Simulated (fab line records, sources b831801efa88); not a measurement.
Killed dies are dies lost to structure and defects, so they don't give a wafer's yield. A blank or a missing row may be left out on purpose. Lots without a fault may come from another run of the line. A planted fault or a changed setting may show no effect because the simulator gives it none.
fab line records | flow sky130
record lots=7 wafers=21 last_day=51
route steps=708 shown METAL4@627 VIA4@639 PAD_OPEN@708
lots that met no fault: from a run of the same line without faults
start_h: hours from the record's first day to the start of the lot's first wafer shown | wait_h: hours since the lot's step before | " the same as in the row above | L1.1+2: a row that stands for several wafers | - no value, or no start given | * or withheld: withheld | < > ~ a bound
route shown NAME@n: a module of which the file shows steps, and the number in the route of the first | usual: mean/standard deviation of fault-free wafers | same: alike in all rows | chamber/n: place in a boat | sites: the reading at each site | _std_site: their standard deviation | _edge_site: outer sites' mean less inner sites' | radius_mm: how far each site lies from the wafer's centre | mask NAME#n: copy n | behind: the tool/chamber that last shaped the wafer | hold: why the lot was held/for how many hours/how that ended | device: the transistor (n, p or np) that didn't switch | end of line: the same wafers' tests at the end of the route | a step without rows: its recipe alone | killed: dies lost to structure and defects at the first sort, not the wafer's yield | map: a wafer's dies, x killed, . not, _ none there
set.NAME: the setting as run; set.NAME@STEP: as run at that earlier step | model.NAME: the simulator's own value behind a step, which no gauge read
lots at some steps of the route; a table a step, a row a wafer
services: from which hour (start_h, from the record's first day; less than 0 if before it) a tool's chamber was out of use, for how many hours, and why
## steps
# step SKY_METAL4_PEB_11
# recipe peb_temp_c=withheld peb_time_s=withheld resist=KrF-thick
# step SKY_METAL4_DEVELOP_12
# recipe develop_time_s=60 resist=KrF-thick dev_temp_c=21
# step SKY_METAL4_CD_MEAS_13
# recipe target_cd_nm=300
# usual cd_nm=300.1/1.4
# columns lot.wafer tool chamber start_h wait_h cd_nm
L929.1 cd_sem-02 - 991.50 - 298.7
L929.5 " - " " 298.4
L929.6 " - " " 298.4
L932.1 cd_sem-02 - 1013.92 - 300.7
L932.3 " - " " 302.2
L932.4 " - " " 301.4
L939.2 cd_sem-02 - 1072.68 - 299.6
L939.3 " - " " 300.2
L939.4 " - " " 298.3
L941.3 cd_sem-01 - 1073.31 - 299.9
L941.4 " - " " 299.1
L941.5 " - " " 299.2
L942.1 cd_sem-02 - 1082.96 - 300.2
L942.4 " - " " 299.4
L942.6 " - " " 299.9
L947.1 cd_sem-02 - 1114.02 - 300.8
L947.3 " - " " 298.7
L947.5 " - " " 300.5
L951.1 cd_sem-01 - 1139.46 - 300.7
L951.2 " - " " 303.4
L951.3 " - " " 301.0
# step SKY_METAL4_OVL_MEAS_14
# usual METAL4_OVL=1/5.6
# columns lot.wafer tool chamber start_h wait_h METAL4_OVL[nm]
L929.1 overlay-01 - 991.62 0.1 0
L929.5 " - " " -8
L929.6 " - " " 4
L932.1 overlay-02 - 1014.04 0.1 6
L932.3 " - " " -4
L932.4 " - " " 10
L939.2 overlay-02 - 1072.79 0.1 -2
L939.3 " - " " -2
L939.4 " - " " -5
L941.3 overlay-01 - 1073.40 0.1 7
L941.4 " - " " 4
L941.5 " - " " 4
L942.1 overlay-02 - 1083.08 0.1 -2
L942.4 " - " " 2
L942.6 " - " " -1
L947.1 overlay-01 - 1114.14 0.1 2
L947.3 " - " " 6
L947.5 " - " " 3
L951.1 overlay-01 - 1139.58 0.1 0
L951.2 " - " " 2
L951.3 " - " " -9
# step SKY_METAL4_DESCUM_15
# recipe chemistry=O2 source_power_w=150 bias_power_w=0 pressure_mtorr=10 temp_c=40 time_s=8
# usual drypump_motor_current_A=5.7/0.32 oes_product_au=1.004/0.011
# same time_s=8
# columns lot.wafer tool chamber start_h wait_h drypump_motor_current_A oes_product_au rf_hours_counter_h
L929.1 rie_metal-04 1 991.66 0.0 5.2 0.995 12
L929.5 " 0 " " 5.5 1.011 -
L929.6 " 1 " " 5.2 0.980 -
L932.1 rie_metal-01 0 1014.07 0.0 5.7 0.996 15
L932.3 " 0 " " 5.7 1.006 -
L932.4 " 1 " " 5.9 1.021 -
L939.2 rie_metal-01 1 1072.82 0.0 5.8 1.015 22
L939.3 " 1 " " 5.8 1.019 -
L939.4 " 0 " " 5.7 1.003 -
L941.3 rie_metal-03 0 1073.44 0.0 5.5 1.003 -
L941.4 " 1 " " 6.3 0.995 -
L941.5 " 1 " " 6.3 0.994 -
L942.1 rie_metal-01 1 1083.12 0.0 5.9 1.018 22
L942.4 " 0 " " 5.7 1.019 -
L942.6 " 1 " " 5.9 1.013 -
L947.1 rie_metal-03 1 1114.17 0.0 6.3 0.991 21
L947.3 " 0 " " 5.4 0.992 -
L947.5 " 1 " " 6.3 0.991 -
L951.1 rie_metal-01 0 1139.62 0.0 5.7 0.998 23
L951.2 " 1 " " 5.8 1.019 26
L951.3 " 0 " " 5.7 1.007 -
# step SKY_METAL4_ETCH_16
# recipe chemistry=N2/H2 target=BARC ion_energy_ev=200 bias_w=100 pressure_mtorr=30 n2_flow_sccm=100 h2_flow_sccm=200 icp_w=500 stop_on=SiO2 time_s=88.2 target_depth_a=600
# usual drypump_motor_current_A=5.7/0.32 oes_product_au=0.625/0.0046 throttle_valve_pct=13.205/0.0075
# same time_s=88.2
# columns lot.wafer tool chamber start_h wait_h drypump_motor_current_A oes_product_au rf_hours_counter_h throttle_valve_pct
L929.1 rie_metal-04 1 991.69 0.0 5.2 0.626 12 13.190
L929.5 " 0 " " 5.5 0.617 - 13.213
L929.6 " 1 " " 5.2 0.621 - 13.209
L932.1 rie_metal-01 0 1014.10 0.0 5.7 0.622 15 13.216
L932.3 " 0 " " 5.7 0.620 - 13.197
L932.4 " 1 " " 5.9 0.629 - 13.212
L939.2 rie_metal-01 1 1072.85 0.0 5.9 0.633 22 13.200
L939.3 " 1 " " 5.9 0.622 - 13.215
L939.4 " 0 " " 5.7 0.622 - 13.208
L941.3 rie_metal-03 0 1073.49 0.0 5.5 0.631 - 13.206
L941.4 " 1 " " 6.3 0.620 - 13.215
L941.5 " 1 " " 6.3 0.626 - 13.213
L942.1 rie_metal-01 1 1083.15 0.0 5.9 0.621 22 13.202
L942.4 " 0 " " 5.7 0.622 - 13.213
L942.6 " 1 " " 5.9 0.629 - 13.206
L947.1 rie_metal-03 1 1114.21 0.0 6.3 0.627 21 13.221
L947.3 " 0 " " 5.5 0.616 - 13.208
L947.5 " 1 " " 6.3 0.628 - 13.196
L951.1 rie_metal-01 0 1139.65 0.0 5.7 0.627 23 13.185
L951.2 " 1 " " 5.9 0.631 26 13.211
L951.3 " 0 " " 5.7 0.626 - 13.211
# step SKY_METAL4_ETCH_17
# recipe target=SiO2 stop_on=TiN chemistry=C4F8/O2/Ar source_w=1500 bias_w=1200 pressure_mtorr=40 c4f8_flow_sccm=withheld O2_flow_sccm=6 Ar_flow_sccm=300 time_s=3.9 target_depth_a=150
# usual oes_product_au=0.752/0.0076
# same time_s=3.9
# columns lot.wafer tool chamber start_h wait_h oes_product_au rf_hours_counter_h
L929.1 rie_diel-02 3 991.79 0.1 0.751 12
L929.5 " 0 " " 0.758 -
L929.6 " 3 " " 0.758 -
L932.1 rie_diel-02 3 1014.20 0.1 0.749 13
L932.3 " 1 " " 0.743 25
L932.4 " 2 " " 0.750 30
L939.2 rie_diel-02 3 1072.95 0.1 0.737 15
L939.3 " 0 " " 0.757 18
L939.4 " 2 " " 0.761 0
L941.3 rie_diel-02 3 1073.56 0.0 0.753 15
L941.4 " 1 " " 0.760 27
L941.5 " 3 " " 0.773 -
L942.1 rie_diel-03 1 1083.25 0.1 0.756 11
L942.4 " 0 " " 0.757 6
L942.6 " 1 " " 0.753 -
L947.1 rie_diel-03 2 1114.30 0.1 0.748 26
L947.3 " 1 " " 0.743 12
L947.5 " 0 " " 0.747 -
L951.1 rie_diel-02 2 1139.75 0.1 0.756 1
L951.2 " 1 " " 0.757 30
L951.3 " 3 " " 0.757 18
# step SKY_METAL4_METAL_ETCH_18
# recipe target_depth_a=8450 stop_on=SiO2 over_etch_frac=0.3 time_s=183.1 chemistry=Cl2/BCl3 resist_sidewall_deg=88 pressure_mtorr=10 icp_w=900 bias_w=48.5 Cl2_flow_sccm=60 bcl3_flow_sccm=30
# step SKY_METAL4_STRIP_19
# recipe chemistry=O2/N2 power_w=1400 pressure_mtorr=1500 platen_temp_c=withheld o2_flow_sccm=3000 n2_flow_sccm=300 overash_fraction=0.5
# usual drypump_motor_current_A=5.2/0.38 oes_product_au=0.501/0.0055 strip_time_to_endpoint_s=6.50/0.092
# columns lot.wafer tool chamber start_h wait_h drypump_motor_current_A oes_product_au rf_hours_counter_h strip_time_to_endpoint_s
L929.1 plasma_asher-04 1 991.98 0.1 5.2 0.502 25 6.43
L929.5 " 0 " " 4.9 0.498 - 6.60
L929.6 " 1 " " 5.2 0.499 - 6.37
L932.1 plasma_asher-03 1 1014.40 0.1 5.2 0.489 56 6.37
L932.3 " 1 " " 5.2 0.505 - 6.48
L932.4 " 0 " " 5.4 0.484 - 6.29
L939.2 plasma_asher-04 1 1073.14 0.1 5.2 0.511 33 6.63
L939.3 " 0 " " 4.9 0.507 - 6.62
L939.4 " 1 " " 5.2 0.499 - 6.63
L941.3 plasma_asher-04 0 1073.79 0.1 4.9 0.504 - 6.60
L941.4 " 1 " " 5.2 0.498 - 6.41
L941.5 " 0 " " 4.9 0.503 - 6.53
L942.1 plasma_asher-01 0 1083.44 0.1 5.9 0.495 94 6.41
L942.4 " 0 " " 5.9 0.505 - 6.56
L942.6 " 1 " " 4.7 0.506 - 6.45
L947.1 plasma_asher-04 1 1114.50 0.1 5.2 0.505 37 6.45
L947.3 " 1 " " 5.2 0.503 - 6.44
L947.5 " 1 " " 5.2 0.500 - 6.44
L951.1 plasma_asher-04 0 1139.94 0.1 4.9 0.498 40 6.54
L951.2 " 1 " " 5.2 0.494 40 6.49
L951.3 " 1 " " 5.2 0.509 - 6.57
# step SKY_METAL4_STRIP_20
# recipe chemistry=post_etch_residue_remover time_s=1200 temp_c=72.5
# step SKY_METAL4_CLEAN_21
# recipe chemistry=IPA time_s=180 temp_c=25
# step SKY_METAL4_CLEAN_22
# recipe chemistry=O3/DIW dry=n2_spin
# step SKY_VIA4_HDPCVD_00
# recipe material=SiO2 target_thk_nm=1750 sigma_open_frac=0.3 time_s=291.7 temp_c=400 sih4_flow_sccm=60 pressure_mtorr=6
# usual sih4_flow_sccm=60.01/0.19
# columns lot.wafer tool chamber start_h wait_h sih4_flow_sccm model.SiO2_of_VIA4_HDPCVD_00.thk_nm
L929.1 hdpcvd-01 2 992.58 0.0 59.74 1772
L929.5 " 1 " " 59.97 1749
L929.6 " 2 " " 59.97 1757
L932.1 hdpcvd-01 0 1014.99 0.0 60.05 1745
L932.3 " 2 " " 60.51 1773
L932.4 " 2 " " 60.30 1769
L939.2 hdpcvd-01 2 1073.74 0.0 60.10 1796
L939.3 " 0 " " 60.21 2594
L939.4 " 0 " " 60.12 2595
L941.3 hdpcvd-01 0 1074.34 0.0 59.94 2584
L941.4 " 1 " " 60.26 2554
L941.5 " 2 " " 59.87 2560
L942.1 hdpcvd-01 0 1084.04 0.0 60.22 1773
L942.4 " 0 " " 60.00 2589
L942.6 " 2 " " 60.07 1751
L947.1 hdpcvd-02 2 1115.16 0.0 60.03 1759
L947.3 " 0 " " 60.19 1756
L947.5 " 1 " " 59.82 1755
L951.1 hdpcvd-02 0 1140.56 0.0 59.75 1743
L951.2 " 1 " " 59.87 1755
L951.3 " 2 " " 60.06 1739
# step SKY_VIA4_THK_MEAS_01
# recipe reads=SiO2_of_VIA4_HDPCVD_00
# usual VIA4_HDPCVD_THK=1752/17
# columns lot.wafer tool chamber start_h wait_h VIA4_HDPCVD_THK[nm]
L929.1 film_metro-04 - 992.75 0.1 1772
L929.5 " - " " 1748
L929.6 " - " " 1758
L932.1 film_metro-04 - 1015.17 0.1 1745
L932.3 " - " " 1773
L932.4 " - " " 1767
L939.2 film_metro-01 - 1073.92 0.1 1797
L939.3 " - " " 2594
L939.4 " - " " 2595
L941.3 film_metro-04 - 1074.54 0.1 2584
L941.4 " - " " 2555
L941.5 " - " " 2561
L942.1 film_metro-04 - 1084.22 0.1 1773
L942.4 " - " " 2586
L942.6 " - " " 1750
L947.1 film_metro-01 - 1115.34 0.1 1760
L947.3 " - " " 1756
L947.5 " - " " 1754
L951.1 film_metro-01 - 1140.74 0.1 1743
L951.2 " - " " 1754
L951.3 " - " " 1740
# step SKY_VIA4_CMP_02
# recipe material=SiO2 down_force_psi=4 platen_rpm=60 pad_velocity_m_s=0.94248
# usual motor_current_A=11.6/1.6
# columns lot.wafer tool chamber start_h wait_h motor_current_A
L929.1 cmp-02 3 992.98 0.2 11.0
L929.5 " 3 " " 11.3
L929.6 " 0 " " 13.3
L932.1 cmp-02 2 1015.23 0.1 10.7
L932.3 " 0 " " 12.8
L932.4 " 1 " " 9.8
L939.3 cmp-02 2 1073.97 0.0 11.5
L939.4 " 0 " " 12.2
L939.2 " 1 " " 10.0
L941.4 cmp-01 3 1074.73 0.2 15.2
L941.3 " 2 " " 10.7
L941.5 " 3 " " 15.6
L942.1 cmp-01 3 1084.28 0.1 15.3
L942.4 " 0 " " 14.0
L942.6 " 3 " " 14.9
L947.1 cmp-02 3 1115.40 0.1 11.2
L947.3 " 1 " " 9.8
L947.5 " 3 " " 11.5
L951.1 cmp-02 1 1140.80 0.1 10.1
L951.2 " 2 " " 11.1
L951.3 " 3 " " 11.4
# step SKY_PAD_OPEN_PROBE_99
# usual defect_limited_yield=82.3/1.8 killed_at_M0_to_M3=43/6 killed_at_M4_up=3.2/1.9 killed_at_contacts=25/5.4 killed_at_front_end=15/4.5 killed_at_other=0.3/0.59 killed_dies=87/8.7 killed_on_rim=17/3.5 killed_open=47/6.7 killed_short=39/5.7 sort_bin_3_pad_short=0.9/0.43 sort_bin_5_function=10.4/1.4 sort_bin_6_memory=6.4/1.2 sort_n_pass=405/8.7 sort_yield_pct=82.3/1.8
# same gross_dies=492 killed_at_back_side=0 sort_bin_4_leakage[%]=0 sort_bin_8_speed[%]=0
# columns lot.wafer tool chamber start_h wait_h defect_limited_yield[%] killed_at_M0_to_M3 killed_at_M4_up killed_at_contacts killed_at_front_end killed_at_other killed_dies killed_on_rim killed_open killed_short sort_bin_3_pad_short[%] sort_bin_5_function[%] sort_bin_6_memory[%] sort_n_pass sort_yield_pct[%]
L939.2 prober-02 - 1160.04 0.1 84.6 41 3 24 8 0 76 16 31 45 1.4 8.3 5.7 416 84.6
L939.3 prober-02 - 1160.09 0.2 81.3 48 4 22 17 1 92 25 52 39 0.4 10.6 7.7 400 81.3
L939.4 prober-02 - 1160.14 0.2 82.7 39 4 29 12 1 85 19 52 33 1.4 10.0 5.9 407 82.7
L942.1 prober-01 - 1166.43 0.1 80.9 46 2 36 10 0 94 17 54 40 0.8 10.8 7.5 398 80.9
L942.4 prober-01 - 1166.58 0.2 80.1 54 1 27 15 1 98 22 64 34 1.2 11.6 7.1 394 80.1
L942.6 prober-01 - 1166.68 0.2 82.7 41 2 32 10 0 85 19 53 32 0.8 10.4 6.1 407 82.7
L951.1 prober-02 - 1213.44 0.1 83.1 42 6 27 8 0 83 15 45 38 0.8 10.8 5.3 409 83.1
L951.2 prober-02 - 1213.49 0.1 81.7 47 6 24 13 0 90 17 50 40 0.6 11.0 6.7 402 81.7
L951.3 prober-02 - 1213.54 0.2 80.5 47 0 34 14 1 96 18 56 39 1.2 11.0 7.3 396 80.5
# killed by level:class
L939.2 LOCAL_INTERCONNECT:geometric_particle:short=7 METAL1:geometric_particle:short=7 VIA1:geometric_particle:open=7 VIA3:geometric_particle:open=6 VIA2:geometric_particle:open=5 LI_CONTACT:geometric_particle:open=5 VIA2:geometric_particle:short=5 VIA3:geometric_particle:short=5
L939.3 VIA1:geometric_particle:open=11 CONTACT:geometric_particle:open=10 VIA3:geometric_particle:open=7 VIA2:geometric_particle:open=6 LI_CONTACT:geometric_particle:open=6 FIELD_ISO:geometric_particle:short=5 METAL2:geometric_particle:short=5 METAL1:geometric_particle:short=4
L939.4 CONTACT:geometric_particle:open=11 VIA1:geometric_particle:open=10 VIA3:geometric_particle:open=9 LI_CONTACT:geometric_particle:open=7 VIA3:geometric_particle:short=6 CONTACT:geometric_particle:short=5 FIELD_ISO:geometric_particle:short=4 VIA2:geometric_particle:open=4
L942.1 CONTACT:geometric_particle:open=17 VIA1:geometric_particle:open=16 METAL2:geometric_particle:short=7 VIA3:geometric_particle:open=6 LI_CONTACT:geometric_particle:open=5 LI_CONTACT:geometric_particle:short=5 CONTACT:geometric_particle:short=4 VIA1:geometric_particle:short=4
L942.4 VIA1:geometric_particle:open=18 CONTACT:geometric_particle:open=13 VIA2:geometric_particle:open=12 LI_CONTACT:geometric_particle:open=6 VIA1:geometric_particle:short=6 METAL1:geometric_particle:short=5 FIELD_ISO:geometric_particle:open=4 POLY_GATE:geometric_particle:short=4
L942.6 CONTACT:geometric_particle:open=13 VIA1:geometric_particle:open=12 LOCAL_INTERCONNECT:geometric_particle:short=8 VIA3:geometric_particle:open=6 POLY_GATE:geometric_particle:open=5 VIA2:geometric_particle:open=5 CONTACT:geometric_particle:short=4 VIA1:geometric_particle:short=4
L951.1 VIA3:geometric_particle:open=11 CONTACT:geometric_particle:open=10 CONTACT:geometric_particle:short=8 LI_CONTACT:geometric_particle:open=5 METAL2:geometric_particle:short=5 VIA1:geometric_particle:open=5 VIA2:geometric_particle:open=5 VIA3:geometric_particle:short=5
L951.2 CONTACT:geometric_particle:open=13 VIA2:geometric_particle:open=8 VIA1:geometric_particle:open=8 VIA3:geometric_particle:open=6 METAL1:geometric_particle:short=6 METAL4:geometric_particle:short=5 METAL2:geometric_particle:short=4 VIA3:geometric_particle:short=4
L951.3 LI_CONTACT:geometric_particle:open=13 CONTACT:geometric_particle:open=11 VIA1:geometric_particle:open=9 METAL2:geometric_particle:short=7 VIA3:geometric_particle:open=7 FIELD_ISO:geometric_particle:open=6 VIA2:geometric_particle:open=6 VIA2:geometric_particle:short=6
## services
# columns tool chamber start_h hours kind
rie_diel-02 3 971.26 4.9 repair
cmp-02 - 974.45 3.7 pm
cmp-01 - 992.15 5.2 pm
hdpcvd-01 1 998.53 4.5 repair
rie_metal-04 - 1023.55 2.8 pm
rie_diel-03 2 1039.15 12.6 repair
cmp-02 - 1039.37 6.2 repair
cmp-01 - 1047.96 0.6 repair
rie_diel-03 3 1068.70 7.0 repair
cmp-02 - 1070.79 0.6 repair
rie_diel-03 0 1080.12 2.6 repair
rie_diel-02 2 1089.08 32.1 repair
cmp-01 - 1092.98 4.0 pm
cmp-01 - 1097.64 1.1 repair
cmp-01 - 1098.88 1.0 repair
hdpcvd-01 0 1100.66 5.1 repair
rie_diel-02 0 1102.04 13.7 repair
hdpcvd-01 0 1106.71 3.4 repair
plasma_asher-03 - 1124.44 2.9 repair
cmp-01 - 1125.30 1.4 repair
hdpcvd-02 - 1135.33 4.7 repair
rie_metal-01 1 1140.15 - clean
rie_metal-01 1 1140.15 - consumable_replace:focus_ring
rie_diel-02 1 1140.61 10.5 repair
## key
first_sign step=SKY_VIA4_THK_MEAS_01 reading=VIA4_HDPCVD_THK direction=up sigmas=48 usual=1752 struck=2579
effect none on later readings
model_effect step=SKY_VIA4_HDPCVD_00 value=SiO2_of_VIA4_HDPCVD_00.thk_nm without=1769 struck=2579
met_at SKY_VIA4_HDPCVD_00
struck_wafers L939.3,L939.4,L941.3,L941.4,L941.5,L942.4
onset_between 1014.99 1073.74
fault kind=process_parameter_drift tool=hdpcvd-01 chamber=- onset_h=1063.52 steps=SKY_VIA4_HDPCVD_00 channel=target_thk_nm offset=810.49 shape=step end_h=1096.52 scope=struck_wafers_only acts_in=these_recipes_only stated=1750
